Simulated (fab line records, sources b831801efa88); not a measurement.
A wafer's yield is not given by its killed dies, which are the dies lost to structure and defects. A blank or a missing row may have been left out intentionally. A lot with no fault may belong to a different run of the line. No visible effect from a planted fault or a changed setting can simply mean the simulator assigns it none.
Split-lot trial + flow sky130 + on a route of 708 steps: 5 lots, 27 wafers read

THE SPLIT ITSELF
At SKY_LOCAL_INTERCONNECT_DEVELOP_10 (develop time 60 s), the setting developTimeS was moved away from the recipe's 60 s on 6 of the 27 wafers read, by +17.3% to +34.5%. The other wafers ran this setting at the recipe's value.

Between the split and the reading, the file records no step.

THE READING
cdNm at SKY_LOCAL_INTERCONNECT_CD_MEAS_11, given in nm (cd target 170 nm). Typical for fault-free wafers on this fab line: 170.5 nm, with standard deviation 1.6 nm.

| wafer  | tool, chamber at the split | developTimeS as run, s | against the recipe | cdNm, nm | against lot-mates on the recipe |
|--------|----------------------------|------------------------|--------------------|----------|---------------------------------|
| L077.2 | lithoTrack-03, 0           | 60                     | recipe             | 170.5    | -                               |
| L077.5 | lithoTrack-03, 0           | 60                     | recipe             | 169.4    | -                               |
| L077.6 | lithoTrack-03, 0           | 60                     | recipe             | 169.9    | -                               |
| L078.1 | lithoTrack-02, 0           | 60                     | recipe             | 170.8    | -                               |
| L078.2 | lithoTrack-02, 0           | 60                     | recipe             | 172.1    | -                               |
| L078.3 | lithoTrack-02, 0           | 80.71                  | +34.5%             | 167.2    | -4.9                            |
| L078.4 | lithoTrack-02, 0           | 80.71                  | +34.5%             | 167.2    | -4.9                            |
| L078.5 | lithoTrack-02, 0           | 80.71                  | +34.5%             | 165.1    | -7.0                            |
| L078.6 | lithoTrack-02, 0           | 60                     | recipe             | 173.4    | -                               |
| L079.1 | lithoTrack-01, 0           | 60                     | recipe             | 169.7    | -                               |
| L079.2 | lithoTrack-01, 0           | 60                     | recipe             | 170.2    | -                               |
| L079.3 | lithoTrack-01, 0           | 60                     | recipe             | 170.0    | -                               |
| L079.4 | lithoTrack-01, 0           | 60                     | recipe             | 168.9    | -                               |
| L079.5 | lithoTrack-01, 0           | 60                     | recipe             | 170.3    | -                               |
| L079.6 | lithoTrack-01, 0           | 60                     | recipe             | 169.7    | -                               |
| L083.1 | lithoTrack-02, 0           | 60                     | recipe             | 168.3    | -                               |
| L083.2 | lithoTrack-02, 0           | 60                     | recipe             | 169.3    | -                               |
| L083.3 | lithoTrack-02, 0           | 60                     | recipe             | 168.9    | -                               |
| L083.4 | lithoTrack-02, 0           | 60                     | recipe             | 168.5    | -                               |
| L083.5 | lithoTrack-02, 0           | 60                     | recipe             | 168.0    | -                               |
| L083.6 | lithoTrack-02, 0           | 60                     | recipe             | 169.9    | -                               |
| L085.1 | lithoTrack-01, 0           | 60                     | recipe             | 172.8    | -                               |
| L085.2 | lithoTrack-01, 0           | 60                     | recipe             | 171.0    | -                               |
| L085.3 | lithoTrack-01, 0           | 60                     | recipe             | 171.3    | -                               |
| L085.4 | lithoTrack-01, 0           | 70.38                  | +17.3%             | 168.1    | -3.6                            |
| L085.5 | lithoTrack-01, 0           | 70.38                  | +17.3%             | 167.2    | -4.5                            |
| L085.6 | lithoTrack-01, 0           | 70.38                  | +17.3%             | 168.0    | -3.7                            |

FIT RESULTS
A straight line over all 27 wafers: cdNm changes by -0.111 nm for each +1% of developTimeS; r = -0.71; the points scatter about the line by 1.3 nm.
The same after taking each lot's own level away (the mean of its wafers on the recipe; 27 wafers): -0.173 nm for each +1%; r = -0.93; scatter 0.8 nm.
According to that fit, moving developTimeS by its largest amount changes the reading by 6 nm.
The span of the lots' own levels, 168.82 to 172.10 nm, comes to 2.1 times the standard deviation stated above.
So the lot-to-lot level blurs the effect unless lot-mates are compared.
Check: with one of the wafers moved furthest among these (+34.5%) left out of the fit, the line predicts -6.46 nm for it against its lot-mates. Against them it came out at -4.9 nm.

OTHER SPLITS APPLIED TO THESE WAFERS
Note: prior to the reading, these wafers also went through further splits. Each is held against what the fit with the lots' levels taken away leaves over:
| other split on the same wafers | wafers away from the commonest value | r with cdNm (lot level and that fit taken away) |
|--------------------------------|--------------------------------------|-------------------------------------------------|
| SKY_LI_CONTACT_HDPCVD_00 timeS | 9                                    | -0.14                                           |

THE FILE'S OWN FIT
cdNm changes by -0.175 nm for each +1% of developTimeS, r = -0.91.
